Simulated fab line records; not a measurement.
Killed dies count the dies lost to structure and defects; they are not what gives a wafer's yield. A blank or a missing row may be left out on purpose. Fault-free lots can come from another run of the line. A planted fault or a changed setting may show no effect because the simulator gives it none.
Chamber matching	flow sky130	cmp-02 running SKY_VIA3_CMP_24: 4 sister chambers
The step polishes, stops on SiO2, t overpolish 20 s, target thk 0 nm. 14 wafers are shown with their chamber, then 7 later ones without.

## WAFERS, EACH WITH ITS CHAMBER
wafer	chamber	motorCurrentA (A)	timeToEndpointS (s)	headPressurePsi (psi)
L251.1	3	9.4	97	3.496
L251.2	2	11.1	90	3.504
L251.3	1	11.8	93	3.492
L258.4	1	11.9	95	3.505
L258.5	1	11.3	94	3.496
L258.6	0	10.4	94	3.490
L261.1	3	9.2	94	3.505
L261.2	2	12.1	90	3.498
L261.5	2	11.9	91	3.502
L263.2	3	9.6	99	3.494
L263.3	1	11.3	92	3.494
L263.6	3	9.6	99	3.490
L265.1	3	9.4	100	3.499
L265.5	1	11.4	93	3.505

SIGNATURES (means of the wafers above)
reading	chamber 0	chamber 1	chamber 2	chamber 3	scatter within a chamber
motorCurrentA	10.400	11.540	11.700	9.440	0.317
timeToEndpointS	94.00	93.40	90.33	97.80	1.69
headPressurePsi	3.49000	3.49840	3.50133	3.49680	0.00547
Rule: a wafer lies at a distance from a chamber equal to the root of the sum of squares, over the readings, of (its reading less the chamber's mean, divided by the reading's scatter). If the next closest chamber is less than 2 further off than the closest, the wafer can't be placed; otherwise it belongs to the closest. The scatter: take each reading less its chamber's mean, square it, sum over the shown wafers, divide by the number of wafers less the number of chambers, and take the root.

## WAFERS MISSING THEIR CHAMBER
wafer	motorCurrentA (A)	timeToEndpointS (s)	headPressurePsi (psi)
L265.6	11.3	88	3.499
L270.1	10.7	100	3.497
L270.3	11.9	96	3.486
L270.6	11.4	98	3.514
L272.2	10.7	94	3.494
L272.3	11.1	92	3.490
L272.4	12.1	94	3.516

## EACH ONE'S CHAMBER
wafer	from the rows above	in truth
L265.6	can't be placed: 2 or 1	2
L270.1	can't be placed: 0 or 3 or 1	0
L270.3	can't be placed: 1 or 2 or 0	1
L270.6	can't be placed: 1 or 2 or 0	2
L272.2	can't be placed: 0 or 1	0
L272.3	can't be placed: 1 or 0 or 2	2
L272.4	can't be placed: 2 or 1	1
Placed correctly: 0 of 7. These rows do not allow placing 7 (true chamber among the candidates in 7). 0 placed wrongly.
